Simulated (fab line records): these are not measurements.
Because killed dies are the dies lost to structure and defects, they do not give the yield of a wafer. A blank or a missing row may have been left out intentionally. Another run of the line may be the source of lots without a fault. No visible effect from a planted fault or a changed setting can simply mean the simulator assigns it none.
Chamber matching || flow gf180mcu || 4 sister chambers for GF_STI_ETCH_14 on rie si-02
The step etches Si in HBr/Cl2/O2, target depth 360 nm, time 102.9 s. 4 wafers are shown with their chamber, then 8 later ones without.

WAFERS WITH THEIR CHAMBER
{"wafer": "L616.5", "chamber": 3, "drypump motor current A (A)": 6.2}
{"wafer": "L623.1", "chamber": 0, "drypump motor current A (A)": 5.2}
{"wafer": "L623.6", "chamber": 2, "drypump motor current A (A)": 5.4}
{"wafer": "L624.1", "chamber": 1, "drypump motor current A (A)": 5.7}

WAFERS MISSING THEIR CHAMBER
{"wafer": "L624.3", "drypump motor current A (A)": 5.2}
{"wafer": "L624.6", "drypump motor current A (A)": 5.2}
{"wafer": "L625.3", "drypump motor current A (A)": 5.4}
{"wafer": "L625.4", "drypump motor current A (A)": 6.3}
{"wafer": "L625.6", "drypump motor current A (A)": 5.8}
{"wafer": "L626.2", "drypump motor current A (A)": 5.8}
{"wafer": "L626.4", "drypump motor current A (A)": 5.4}
{"wafer": "L626.6", "drypump motor current A (A)": 5.8}

EACH ONE'S CHAMBER
{"wafer": "L624.3", "from the rows above": 0, "in truth": 0}
{"wafer": "L624.6", "from the rows above": 0, "in truth": 0}
{"wafer": "L625.3", "from the rows above": 2, "in truth": 2}
{"wafer": "L625.4", "from the rows above": 3, "in truth": 3}
{"wafer": "L625.6", "from the rows above": 1, "in truth": 1}
{"wafer": "L626.2", "from the rows above": 1, "in truth": 1}
{"wafer": "L626.4", "from the rows above": 2, "in truth": 2}
{"wafer": "L626.6", "from the rows above": 1, "in truth": 1}
Correct placement for 8 of the 8. Can't be placed from these rows: 0. Wrongly placed: 0.
How it was worked out, from the rows above alone: a wafer's distance from a chamber is the root of the sum, over the readings, of the square of ((its reading less the chamber's mean) divided by the reading's scatter). If the next closest chamber is less than 2 further off than the closest, the wafer can't be placed; otherwise it belongs to the closest. A chamber's mean is the mean of its shown wafers. The scatter: with one shown wafer a chamber, the root of the mean of the squares of how far each hidden wafer lies from its nearest shown one.
